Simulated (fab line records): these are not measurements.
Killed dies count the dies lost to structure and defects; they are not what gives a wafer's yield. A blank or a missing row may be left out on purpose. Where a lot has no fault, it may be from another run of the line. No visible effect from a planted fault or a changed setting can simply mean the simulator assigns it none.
fab line records	flow sfq_line
record lots=6	wafers=18	last_day=91
route steps=325 shown M4@152 I4@163 JJ@178 M5@206
lots that met no fault: from a run of the same line without faults
start_h: hours from the record's first day to the start of the lot's first wafer shown	wait_h: hours elapsed since this lot's preceding step	" unchanged from the row above	L1.1+2: a single row standing in for several wafers	- no value present, or no start provided	* or withheld: withheld	< > ~ a bound
route shown NAME@n: NAME is a module with steps in the file, n the number in the route of the first one	usual: mean and standard deviation over wafers with no fault	same: alike in all rows	chamber/n: place in a boat	sites: per-site readings	_std_site: the values' standard deviation	_edge_site: outer sites' mean less inner sites'	radius_mm: for every site, how far away it sits from the centre of the wafer	mask NAME#n: copy n	behind: the tool/chamber that last shaped the wafer	hold: what put the lot on hold/how long, in hours/how the hold closed	device: names the non-switching transistor (n, p or np)	end of line: the tests these same wafers got at the end of their route	where a step has no rows: the recipe by itself	killed: at the first sort, the dies lost to defects and structure; wafer yield is something else	map: per-die view of a wafer (x killed, . not killed, _ where there is no die)
set.NAME: setting as actually run; set.NAME@STEP: the setting as run at that earlier step	model.NAME: the simulator's own value behind a step, which no gauge read
lots seen at some steps along the route; tables by step, rows by wafer
services: the hour from which a tool's chamber was out of use, counted from the record's first day as start_h (under 0 if before that day), plus the number of hours and why
## steps
# step SFQ_TRILAYER_M4_LITHO_COAT_098
# recipe resist=BARC	spin_rpm=3000	resist_thk_nm=62
# step SFQ_TRILAYER_M4_LITHO_COAT_093
# recipe resist=KrF	spin_rpm=3000	resist_thk_nm=600
# step SFQ_TRILAYER_M4_LITHO_SOFTBAKE_097
# recipe temp_c=withheld	time_s=withheld	resist=KrF
# step SFQ_TRILAYER_M4_LITHO_EXPOSE_094
# recipe mask_id=M4	na=0.6	source_shape=conventional	sigma_outer=0.65	target_cd_nm=500	dose_mj=14.4
# step SFQ_TRILAYER_M4_LITHO_PEB_096
# recipe peb_temp_c=115	peb_time_s=60	resist=KrF
# step SFQ_TRILAYER_M4_LITHO_DEVELOP_095
# recipe time_s=60	resist=KrF
# step SFQ_M4_OVL_MEAS_926
# usual M4_OVL=1/4.8
lot.wafer	tool	chamber	start_h	wait_h	M4_OVL[nm]
L804.1	overlay-02	-	1077.87	0.1	1
L804.2	"	-	"	"	-3
L804.4	"	-	"	"	-2
L812.1	overlay-01	-	1142.75	0.1	1
L812.4	"	-	"	"	3
L812.6	"	-	"	"	4
L815.1	overlay-02	-	1166.45	0.1	1
L815.2	"	-	"	"	-5
L815.4	"	-	"	"	-11
L816.2	overlay-02	-	1173.50	0.1	1
L816.5	"	-	"	"	6
L816.6	"	-	"	"	-1
L818.1	overlay-02	-	1185.88	0.1	-9
L818.4	"	-	"	"	1
L818.6	"	-	"	"	-3
L826.1	overlay-01	-	1245.74	0.1	5
L826.4	"	-	"	"	11
L826.6	"	-	"	"	6
# step SFQ_TRILAYER_M4_BARC_OPEN_METAL_ETCH_123
# recipe mask_material=PR	chemistry=O2	target_depth_nm=125	target=BARC	icp_w=600	bias_w=80	pressure_mtorr=10	time_s=41.7
# step SFQ_TRILAYER_M4_ETCH_METAL_ETCH_096
# recipe target=Nb	stop_on=SiO2	mask_material=PR	chemistry=Cl2/Ar	target_depth_nm=240	icp_w=600	bias_w=80	pressure_mtorr=10	time_s=120
# step SFQ_TRILAYER_M4_STRIP_STRIP_097
# recipe gas=O2	power_w=200	platen_temp_c=40	overash_fraction=0.65	chemistry=O2	pressure_mtorr=50
# usual drypump_motor_current_A=5.7/0.49	oes_product_au=1.001/0.0093
lot.wafer	tool	chamber	start_h	wait_h	drypump_motor_current_A	oes_product_au	rf_hours_counter_h
L804.1	rie_metal-02	0	1078.09	0.1	6.3	0.991	41
L804.2	"	1	"	"	5.1	0.996	121
L804.4	"	0	"	"	6.3	0.989	-
L812.1	rie_metal-02	1	1142.97	0.1	5.1	1.004	132
L812.4	"	1	"	"	5.1	1.008	-
L812.6	"	1	"	"	5.1	1.001	-
L815.1	rie_metal-04	0	1166.68	0.1	6.2	1.010	31
L815.2	"	1	"	"	6.2	1.012	112
L815.4	"	1	"	"	6.2	1.017	-
L816.2	rie_metal-02	1	1173.72	0.1	5.1	1.020	140
L816.5	"	1	"	"	5.1	1.002	-
L816.6	"	0	"	"	6.3	1.002	-
L818.1	rie_metal-03	1	1186.12	0.1	5.3	0.992	106
L818.4	"	0	"	"	5.5	0.993	-
L818.6	"	1	"	"	5.3	0.984	-
L826.1	rie_metal-02	0	1245.96	0.1	6.3	1.004	68
L826.4	"	0	"	"	6.3	0.999	-
L826.6	"	1	"	"	5.1	0.994	-
# step SFQ_TRILAYER_M4_STRIP_SOLV_CLEAN_098
# recipe chemistry=NMP	temp_c=70	time_s=600
# step SFQ_TRILAYER_I4_DEP_PECVD_099
# recipe material=SiO2	temp_c=150	time_s=111.11	pressure_torr=2.4	rf_w=183.3	precursor=SiH4/N2O	target_thk_nm=500
# step SFQ_TRILAYER_I4_CMP_CMP_100
# recipe material=SiO2	down_force_psi=2.921	platen_rpm=60	pad_velocity_m_s=0.94248
# usual motor_current_A=10.6/1.1	time_to_endpoint_s=224/8.5
lot.wafer	tool	chamber	start_h	wait_h	motor_current_A	time_to_endpoint_s	model.SiO2_of_TRILAYER_I4_DEP_PECVD_099.thk_nm
L804.4	cmp-02	0	1078.95	0.0	11.1	228	200.6
L804.1	"	1	"	"	9.6	223	202.6
L804.2	"	2	"	"	10.9	215	200.3
L812.1	cmp-01	1	1150.68	6.9	9.4	230	201.4
L812.4	"	3	1151.68	7.8	11.5	227	199.2
L812.6	"	0	"	"	12.1	240	201.1
L815.1	cmp-01	0	1167.53	0.0	11.4	260	151.8
L815.2	"	2	1168.53	1.0	8.7	258	151.2
L815.4	"	3	"	"	12.1	249	149.8
L816.2	cmp-01	0	1175.07	0.5	11.7	260	152.2
L816.6	"	3	1176.57	2.0	11.2	245	149.4
L816.5	"	0	"	"	12.1	275	151.2
L818.4	cmp-02	0	1186.97	0.0	11.5	222	199.7
L818.1	"	3	1188.47	1.5	11.0	216	201.3
L818.6	"	1	1189.47	2.5	9.4	215	198.8
L826.1	cmp-02	1	1249.48	2.7	9.8	209	199.8
L826.4	"	2	"	"	10.9	218	199.1
L826.6	"	0	1250.98	4.2	10.6	217	200
# step SFQ_I4_BOW_MEAS_927
# recipe mode=bow
# usual I4_BOW=2/8.1
lot.wafer	tool	chamber	start_h	wait_h	I4_BOW[um]
L804.1	film_metro-01	-	1081.95	2.0	13
L804.2	"	-	"	"	2
L804.4	"	-	"	"	14
L812.1	film_metro-01	-	1153.18	2.0	8
L812.4	"	-	"	"	16
L812.6	"	-	"	"	4
L815.1	film_metro-04	-	1170.53	2.5	2
L815.2	"	-	"	"	14
L815.4	"	-	"	"	-1
L816.2	film_metro-04	-	1177.59	2.0	5
L816.5	"	-	"	"	-9
L816.6	"	-	"	"	-4
L818.1	film_metro-04	-	1189.97	1.0	-9
L818.4	"	-	"	"	-5
L818.6	"	-	"	"	-11
L826.1	film_metro-04	-	1251.48	1.5	4
L826.4	"	-	"	"	11
L826.6	"	-	"	"	17
# step SFQ_TRILAYER_I4_METRO_MEASURE_101
# usual thk_nm=200.4/1
lot.wafer	tool	chamber	start_h	wait_h	thk_nm
L804.1	film_metro-01	-	1082.07	0.1	202.7
L804.2	"	-	"	"	200.2
L804.4	"	-	"	"	200.6
L812.1	film_metro-01	-	1153.30	0.1	201.2
L812.4	"	-	"	"	199.3
L812.6	"	-	"	"	200.9
L815.1	film_metro-04	-	1170.65	0.1	151.8
L815.2	"	-	"	"	151.1
L815.4	"	-	"	"	149.8
L816.2	film_metro-04	-	1177.89	0.3	152.1
L816.5	"	-	"	"	151.2
L816.6	"	-	"	"	149.5
L818.1	film_metro-04	-	1190.09	0.1	201.4
L818.4	"	-	"	"	200.0
L818.6	"	-	"	"	198.7
L826.1	film_metro-04	-	1251.60	0.1	199.8
L826.4	"	-	"	"	198.9
L826.6	"	-	"	"	200.2
# step SFQ_TRILAYER_I4_VIA_LITHO_COAT_108
# recipe resist=BARC	spin_rpm=3000	resist_thk_nm=62
# step SFQ_TRILAYER_I4_VIA_LITHO_COAT_103
# recipe resist=KrF	spin_rpm=3000	resist_thk_nm=650
# step SFQ_TRILAYER_I4_VIA_LITHO_SOFTBAKE_107
# recipe temp_c=withheld	time_s=withheld	resist=KrF
# step SFQ_TRILAYER_I4_VIA_LITHO_EXPOSE_104
# recipe mask_id=I4	na=0.6	source_shape=conventional	sigma_outer=0.65	target_cd_nm=700	dose_mj=21.3
# step SFQ_TRILAYER_I4_VIA_LITHO_PEB_106
# recipe peb_temp_c=115	peb_time_s=60	resist=KrF
# step SFQ_TRILAYER_I4_VIA_LITHO_DEVELOP_105
# recipe time_s=60	resist=KrF
# step SFQ_I4_OVL_MEAS_928
# usual I4_OVL=1/5.9
lot.wafer	tool	chamber	start_h	wait_h	I4_OVL[nm]
L804.1	overlay-02	-	1219.37	0.1	8
L804.2	"	-	"	"	5
L804.4	"	-	"	"	-2
L812.1	overlay-02	-	1276.89	0.1	-1
L812.4	"	-	"	"	5
L812.6	"	-	"	"	3
L815.1	overlay-02	-	1301.43	0.1	-3
L815.2	"	-	"	"	-6
L815.4	"	-	"	"	-3
L816.2	overlay-02	-	1314.64	0.1	5
L816.5	"	-	"	"	3
L816.6	"	-	"	"	1
L818.1	overlay-02	-	1327.32	0.1	6
L818.4	"	-	"	"	-7
L818.6	"	-	"	"	-3
L826.1	overlay-02	-	1384.92	0.1	3
L826.4	"	-	"	"	5
L826.6	"	-	"	"	2
# step SFQ_TRILAYER_I4_VIA_BARC_OPEN_VIA_ETCH_146
# recipe mask_material=PR	chemistry=O2	target_depth_nm=125	target=BARC	source_w=500	bias_w=80	pressure_mtorr=30	time_s=41.7
# usual bias_w=79.99/0.24	drypump_motor_current_A=5.8/0.47	oes_product_au=0.686/0.0049
lot.wafer	tool	chamber	start_h	wait_h	bias_w	drypump_motor_current_A	oes_product_au	rf_hours_counter_h
L804.1	rie_diel-02	0	1219.40	0.0	79.76	6.0	0.689	10
L804.2	"	3	"	"	79.82	6.1	0.688	17
L804.4	"	1	"	"	79.84	6.0	0.689	9
L812.1	rie_diel-01	2	1276.92	0.0	80.16	6.4	0.684	14
L812.4	"	0	"	"	79.87	6.0	0.688	13
L812.6	"	3	"	"	79.95	6.1	0.696	-
L815.1	rie_diel-03	2	1301.47	0.0	79.85	5.7	0.688	8
L815.2	"	3	"	"	79.94	5.9	0.683	7
L815.4	"	1	"	"	80.00	4.9	0.683	15
L816.2	rie_diel-02	0	1314.67	0.0	79.50	5.9	0.684	11
L816.5	"	2	"	"	79.60	4.7	0.688	-
L816.6	"	1	"	"	79.91	6.1	0.694	-
L818.1	rie_diel-02	0	1327.36	0.0	80.06	5.9	0.688	12
L818.4	"	2	"	"	79.88	4.7	0.682	8
L818.6	"	1	"	"	80.52	6.0	0.684	-
L826.1	rie_diel-03	2	1384.96	0.0	80.31	5.6	0.678	10
L826.4	"	3	"	"	80.23	5.9	0.690	9
L826.6	"	0	"	"	79.73	5.7	0.685	-
# step SFQ_TRILAYER_I4_VIA_ETCH_VIA_ETCH_106
# recipe target=SiO2	stop_on=Nb	mask_material=PR	taper_deg=20	chemistry=CHF3	target_depth_nm=260	source_w=500	bias_w=81.01	pressure_mtorr=30	time_s=withheld
# usual bias_w=81.02/0.23	drypump_motor_current_A=5.8/0.47	oes_product_au=0.856/0.0051
lot.wafer	tool	chamber	start_h	wait_h	bias_w	drypump_motor_current_A	oes_product_au	model.etch.depth_nm	model.I4.feature_depth_nm
L804.1	rie_diel-02	0	1219.44	0.0	80.93	5.9	0.859	202.6	202.7
L804.2	"	3	"	"	81.07	6.2	0.852	200.3	200.4
L804.4	"	1	"	"	80.94	6.0	0.854	200.6	200.7
L812.1	rie_diel-01	2	1276.96	0.0	81.34	6.4	0.857	201.4	201.5
L812.4	"	0	"	"	80.61	5.9	0.862	199.2	199.3
L812.6	"	3	"	"	81.19	6.2	0.856	201.1	201.2
L815.1	rie_diel-03	2	1301.51	0.0	81.10	5.7	0.735	151.8	152
L815.2	"	3	"	"	81.06	5.9	0.739	151.2	151.3
L815.4	"	1	"	"	81.41	4.9	0.743	149.8	149.9
L816.2	rie_diel-02	0	1314.71	0.0	80.86	5.9	0.742	152.2	152.3
L816.5	"	2	"	"	81.27	4.7	0.739	151.2	151.3
L816.6	"	1	"	"	81.40	6.0	0.736	149.4	149.5
L818.1	rie_diel-02	0	1327.40	0.0	81.07	5.9	0.859	201.3	201.4
L818.4	"	2	"	"	80.91	4.7	0.856	199.7	199.8
L818.6	"	1	"	"	80.79	6.0	0.848	198.8	198.9
L826.1	rie_diel-03	2	1385.00	0.0	80.87	5.7	0.850	199.8	199.9
L826.4	"	3	"	"	81.02	5.9	0.858	199.1	199.2
L826.6	"	0	"	"	81.25	5.8	0.845	200	200.1
# step SFQ_TRILAYER_I4_VIA_STRIP_STRIP_107
# recipe gas=O2	power_w=200	platen_temp_c=40	overash_fraction=0.65	chemistry=O2	pressure_mtorr=50
# usual drypump_motor_current_A=5.8/0.47	oes_product_au=1.005/0.0076
lot.wafer	tool	chamber	start_h	wait_h	drypump_motor_current_A	oes_product_au	rf_hours_counter_h
L804.1	rie_metal-03	1	1219.55	-	5.3	1.000	112
L804.2	"	0	"	"	5.5	1.008	2
L804.4	"	0	"	"	5.5	1.007	-
L812.1	rie_metal-01	0	1277.08	-	5.5	1.011	119
L812.4	"	0	"	"	5.5	0.996	-
L812.6	"	0	"	"	5.5	0.997	-
L815.1	rie_metal-03	1	1301.62	-	5.2	0.997	127
L815.2	"	0	"	"	5.5	1.011	13
L815.4	"	1	"	"	5.2	0.997	-
L816.2	rie_metal-04	1	1314.82	-	6.2	1.015	135
L816.5	"	0	"	"	6.2	1.011	-
L816.6	"	1	"	"	6.2	1.020	-
L818.1	rie_metal-03	0	1327.51	-	5.5	1.019	17
L818.4	"	0	"	"	5.5	1.017	-
L818.6	"	1	"	"	5.2	0.997	-
L826.1	rie_metal-04	0	1385.11	-	6.2	0.991	66
L826.4	"	0	"	"	6.1	1.004	-
L826.6	"	0	"	"	6.1	0.992	-
# step SFQ_TRILAYER_I4_VIA_STRIP_SOLV_CLEAN_108
# recipe chemistry=NMP	temp_c=70	time_s=600
# step SFQ_TRILAYER_JJ_TRILAYER_DEP_PRE_CLEAN_113
# recipe gas=Ar	time_s=22.5	bias_v=250
# step SFQ_TRILAYER_JJ_TRILAYER_DEP_SPUTTER_109
# recipe material=Nb	base_pressure_pa=1.33e-06	chamber_pressure_pa=0.1333	substrate_temp_c=20	target_thk_nm=150	power_w=2000	time_s=100
# step SFQ_TRILAYER_JJ_TRILAYER_DEP_SPUTTER_110
# recipe material=Al	base_pressure_pa=1.33e-06	target_thk_nm=8	power_w=500	time_s=10	chamber_pressure_pa=0.4
# usual throttle_valve_pct=30.2/1
lot.wafer	tool	chamber	start_h	wait_h	throttle_valve_pct
L804.1	pvd_sputter-04	-	1220.61	0.0	31.0
L804.2	"	-	"	"	27.8
L804.4	"	-	"	"	29.5
L812.1	pvd_sputter-06	-	1277.96	0.0	30.9
L812.4	"	-	"	"	30.0
L812.6	"	-	"	"	29.5
L815.1	pvd_sputter-04	-	1302.70	0.0	29.3
L815.2	"	-	"	"	27.8
L815.4	"	-	"	"	30.7
L816.2	pvd_sputter-06	-	1315.70	0.0	30.0
L816.5	"	-	"	"	30.1
L816.6	"	-	"	"	30.9
L818.1	pvd_sputter-05	-	1328.39	0.0	30.0
L818.4	"	-	"	"	31.8
L818.6	"	-	"	"	31.0
L826.1	pvd_sputter-06	-	1386.59	0.0	29.5
L826.4	"	-	"	"	30.7
L826.6	"	-	"	"	30.8
# step SFQ_TRILAYER_JJ_TRILAYER_DEP_AL_OXIDATION_111
# recipe pressure_mbar=0.014667	oxidation_time_s=600	temperature_k=293
# step SFQ_TRILAYER_JJ_TRILAYER_DEP_SPUTTER_112
# recipe material=Nb	base_pressure_pa=1.33e-06	chamber_pressure_pa=0.1333	substrate_temp_c=20	target_thk_nm=170	power_w=2000	time_s=113.3
# step SFQ_JJ_RS_MEAS_929
# recipe thk_meas_gauge=four-point-probe	reads=Nb_of_TRILAYER_JJ_TRILAYER_DEP_SPUTTER_112
# usual JJ_NB_RS=1.046/0.013
lot.wafer	tool	chamber	start_h	wait_h	JJ_NB_RS[ohm/sq]
L804.1	film_metro-03	-	1221.71	0.0	1.023
L804.2	"	-	"	"	1.009
L804.4	"	-	"	"	1.030
L812.1	film_metro-03	-	1279.15	0.0	1.047
L812.4	"	-	"	"	1.040
L812.6	"	-	"	"	1.037
L815.1	film_metro-01	-	1303.80	0.0	1.042
L815.2	"	-	"	"	1.022
L815.4	"	-	"	"	1.060
L816.2	film_metro-01	-	1316.82	0.1	1.047
L816.5	"	-	"	"	1.047
L816.6	"	-	"	"	1.049
L818.1	film_metro-01	-	1329.49	0.0	1.047
L818.4	"	-	"	"	1.057
L818.6	"	-	"	"	1.051
L826.1	film_metro-03	-	1387.69	0.0	1.054
L826.4	"	-	"	"	1.053
L826.6	"	-	"	"	1.054
# step SFQ_TRILAYER_JJ_CE_LITHO_COAT_119
# recipe resist=BARC	spin_rpm=2950	resist_thk_nm=62
# step SFQ_TRILAYER_JJ_CE_LITHO_COAT_114
# recipe resist=KrF	spin_rpm=3000	resist_thk_nm=600
# step SFQ_TRILAYER_JJ_CE_LITHO_SOFTBAKE_118
# recipe temp_c=withheld	time_s=withheld	resist=KrF
# step SFQ_TRILAYER_JJ_CE_LITHO_EXPOSE_115
# recipe mask_id=J5	na=0.6	source_shape=conventional	sigma_outer=0.65	target_cd_nm=700	dose_mj=14.4
# step SFQ_TRILAYER_JJ_CE_LITHO_PEB_117
# recipe peb_temp_c=115	peb_time_s=60	resist=KrF
# step SFQ_TRILAYER_JJ_CE_LITHO_DEVELOP_116
# recipe time_s=60	resist=KrF
# step SFQ_JJ_OVL_MEAS_931
# usual J5_OVL=1/4.8
lot.wafer	tool	chamber	start_h	wait_h	J5_OVL[nm]
L804.1	overlay-01	-	1224.14	0.1	1
L804.2	"	-	"	"	7
L804.4	"	-	"	"	8
L812.1	overlay-01	-	1283.43	0.1	1
L812.4	"	-	"	"	-1
L812.6	"	-	"	"	2
L815.1	overlay-01	-	1326.18	0.1	1
L815.2	"	-	"	"	-3
L815.4	"	-	"	"	-2
L816.2	overlay-01	-	1328.59	0.1	0
L816.5	"	-	"	"	-5
L816.6	"	-	"	"	3
L818.1	overlay-01	-	1336.98	0.1	-2
L818.4	"	-	"	"	-3
L818.6	"	-	"	"	4
L826.1	overlay-02	-	1500.17	0.1	1
L826.4	"	-	"	"	7
L826.6	"	-	"	"	7
# step SFQ_TRILAYER_JJ_CE_METRO_MEASURE_117
# step SFQ_TRILAYER_JJ_CE_BARC_OPEN_RIE_150
# recipe mask_material=PR	chemistry=O2	target_depth_nm=240	target=BARC	icp_w=600	bias_w=80	pressure_mtorr=10	time_s=80
# usual bias_w=79.99/0.25	drypump_motor_current_A=5.9/0.55	oes_product_au=0.539/0.0048
lot.wafer	tool	chamber	start_h	wait_h	bias_w	drypump_motor_current_A	oes_product_au	rf_hours_counter_h
L804.1	rie_metal-01	0	1225.37	1.0	79.79	5.5	0.534	111
L804.2	"	1	"	"	79.91	6.6	0.541	30
L804.4	"	1	"	"	79.71	6.6	0.537	-
L812.1	rie_metal-02	1	1284.67	1.0	80.34	5.1	0.536	14
L812.4	"	0	"	"	80.51	6.3	0.537	-
L812.6	"	1	"	"	80.21	5.1	0.539	-
L815.1	rie_metal-01	0	1327.42	1.0	80.26	5.5	0.545	127
L815.2	"	1	"	"	79.60	6.6	0.541	45
L815.4	"	1	"	"	80.02	6.6	0.535	-
L816.2	rie_metal-01	1	1329.82	0.8	79.30	6.5	0.536	45
L816.5	"	1	"	"	79.46	6.5	0.543	-
L816.6	"	0	"	"	79.93	5.5	0.529	-
L818.1	rie_metal-04	0	1338.22	1.0	80.16	6.2	0.532	58
L818.4	"	1	"	"	79.87	6.2	0.541	-
L818.6	"	0	"	"	80.13	6.2	0.542	-
L826.1	rie_metal-02	1	1501.41	1.0	80.42	5.1	0.537	48
L826.4	"	1	"	"	79.96	5.0	0.534	-
L826.6	"	0	"	"	80.18	6.3	0.541	-
# step SFQ_TRILAYER_M5_ETCH_METAL_ETCH_126
# recipe target=Nb	stop_on=SiO2	mask_material=PR	over_etch_frac=0.15	time_s=203.2	chemistry=Cl2/BCl3	target_depth_nm=265	icp_w=600	bias_w=80	pressure_mtorr=10
# usual bias_w=80.01/0.25	drypump_motor_current_A=5.6/0.55	oes_product_au=0.730/0.0059
lot.wafer	tool	chamber	start_h	wait_h	bias_w	drypump_motor_current_A	oes_product_au	rf_hours_counter_h	model.SiO2_of_TRILAYER_I4_DEP_PECVD_099.thk_nm
L804.1	rie_metal-02	0	1363.42	0.0	79.82	6.3	0.724	87	182.7
L804.2	"	1	"	"	79.85	5.1	0.728	27	180.4
L804.4	"	0	"	"	79.95	6.3	0.729	-	180.8
L812.1	rie_metal-02	1	1411.44	0.0	80.47	5.1	0.732	36	181.5
L812.4	"	1	"	"	80.32	5.1	0.732	-	179.3
L812.6	"	1	"	"	80.53	5.1	0.734	-	181.3
L815.1	rie_metal-03	0	1439.77	0.0	80.12	5.5	0.726	37	132.1
L815.2	"	1	"	"	79.75	5.2	0.732	5	131.7
L815.4	"	0	"	"	80.03	5.4	0.733	-	130.1
L816.2	rie_metal-02	0	1443.37	0.0	79.93	6.3	0.735	101	132.3
L816.5	"	1	"	"	79.68	5.1	0.740	-	131.3
L816.6	"	0	"	"	79.88	6.3	0.729	-	129.5
L818.1	rie_metal-02	0	1453.09	0.0	80.29	6.3	0.733	102	181.3
L818.4	"	0	"	"	79.80	6.3	0.724	-	179.6
L818.6	"	1	"	"	79.60	5.1	0.726	-	178.7
L826.1	rie_metal-03	1	1514.52	0.1	80.24	5.2	0.725	14	180.4
L826.4	"	1	"	"	80.09	5.2	0.742	-	179.6
L826.6	"	1	"	"	80.21	5.3	0.726	-	180.5
## services
tool	chamber	start_h	hours	kind
rie_diel-03	-	1089.99	14.6	pm
rie_metal-02	1	1105.74	16.0	repair
rie_metal-02	0	1106.22	29.3	repair
film_metro-04	-	1110.30	1.9	pm
rie_diel-03	0	1123.97	6.8	repair
rie_diel-02	1	1142.37	12.0	repair
rie_metal-02	0	1152.47	6.4	repair
rie_metal-03	-	1153.86	14.6	pm
rie_diel-02	1	1154.71	8.6	repair
rie_metal-03	-	1168.46	10.0	pm
rie_metal-02	1	1169.20	1.1	repair
rie_diel-02	-	1266.63	0.4	repair
rie_metal-03	-	1268.83	1.4	pm
rie_diel-02	-	1269.39	2.8	pm
rie_metal-03	0	1272.26	9.1	repair
rie_metal-02	-	1274.28	0.3	repair
rie_diel-02	-	1282.73	0.5	repair
rie_metal-03	-	1297.81	2.5	repair
rie_metal-02	0	1347.11	6.4	repair
rie_metal-02	-	1388.53	0.8	repair
rie_metal-03	-	1400.59	15.6	pm
rie_diel-02	0	1406.08	4.3	repair
rie_diel-02	1	1442.50	12.8	repair
rie_metal-03	0	1514.09	16.6	repair
## key
first_sign step=SFQ_TRILAYER_I4_CMP_CMP_100	reading=time_to_endpoint_s	direction=up	sigmas=4	usual=*	struck=*
effect step=SFQ_TRILAYER_I4_METRO_MEASURE_101	reading=thk_nm	direction=down	sigmas=49	usual=200.4	struck=150.9
effect step=SFQ_TRILAYER_I4_VIA_ETCH_VIA_ETCH_106	reading=oes_product_au	direction=down	sigmas=23	usual=0.856	struck=0.739
model_effect step=SFQ_TRILAYER_I4_CMP_CMP_100	value=SiO2_of_TRILAYER_I4_DEP_PECVD_099.thk_nm	without=200.9	struck=150.9
model_effect step=SFQ_TRILAYER_I4_VIA_ETCH_VIA_ETCH_106	value=etch.depth_nm	without=200.9	struck=150.9
model_effect step=SFQ_TRILAYER_M5_ETCH_METAL_ETCH_126	value=SiO2_of_TRILAYER_I4_DEP_PECVD_099.thk_nm	without=181.2	struck=131.2
met_at SFQ_TRILAYER_I4_CMP_CMP_100
struck_wafers L815.1,L815.2,L815.4,L816.2,L816.5,L816.6
onset_between 1150.68 1167.53
fault kind=process_parameter_drift	tool=cmp-01	chamber=-	onset_h=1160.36	steps=SFQ_TRILAYER_I4_CMP_CMP_100	channel=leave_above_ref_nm	offset=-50	shape=step	end_h=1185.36	acts_in=these_recipes_only	stated=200
